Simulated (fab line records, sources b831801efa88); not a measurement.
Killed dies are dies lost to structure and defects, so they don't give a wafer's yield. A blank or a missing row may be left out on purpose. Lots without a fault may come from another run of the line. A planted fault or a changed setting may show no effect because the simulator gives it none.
Chamber matching | flow sky130 | SKY_VIA1_ETCH_15 on rie_diel-01: 4 sister chambers
The step etches SiO2 in C4F8/O2/Ar, stops on TiN, target depth 351 nm, time 54 s. 4 wafers are shown with their chamber, then 8 later ones without.

WAFERS WITH THEIR CHAMBER
wafer  | chamber | oes_product_au (a.u.)
L087.1 | 3       | 0.988
L087.2 | 0       | 0.984
L087.3 | 1       | 0.974
L087.4 | 2       | 0.988

WAFERS WITHOUT THEIR CHAMBER
wafer  | oes_product_au (a.u.)
L087.5 | 0.973
L087.6 | 0.979
L088.1 | 0.980
L088.2 | 0.981
L088.3 | 0.985
L088.4 | 0.983
L088.5 | 0.983
L088.6 | 0.983

WHICH CHAMBER EACH WENT THROUGH
wafer  | from the rows above               | in truth
L087.5 | 1                                 | 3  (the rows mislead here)
L087.6 | can't be placed: 0 or 1 or 2 or 3 | 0
L088.1 | can't be placed: 0 or 1 or 2 or 3 | 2
L088.2 | can't be placed: 0 or 1 or 2 or 3 | 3
L088.3 | can't be placed: 0 or 2 or 3      | 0
L088.4 | can't be placed: 0 or 2 or 3      | 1
L088.5 | can't be placed: 0 or 2 or 3      | 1
L088.6 | can't be placed: 0 or 2 or 3      | 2
Placed correctly: 0 of 8. Can't be placed from these rows: 7 (the true chamber is among the candidates in 5). Placed wrongly: 1.
How it was worked out, from the rows above alone: a wafer's distance from a chamber is the root of the sum, over the readings, of the square of ((its reading less the chamber's mean) divided by the reading's scatter). The wafer belongs to the nearest chamber; if the next one is less than 2 further off, it can't be placed. A chamber's mean is the mean of its shown wafers. The scatter: with one shown wafer a chamber, the root of the mean of the squares of how far each hidden wafer lies from its nearest shown one.
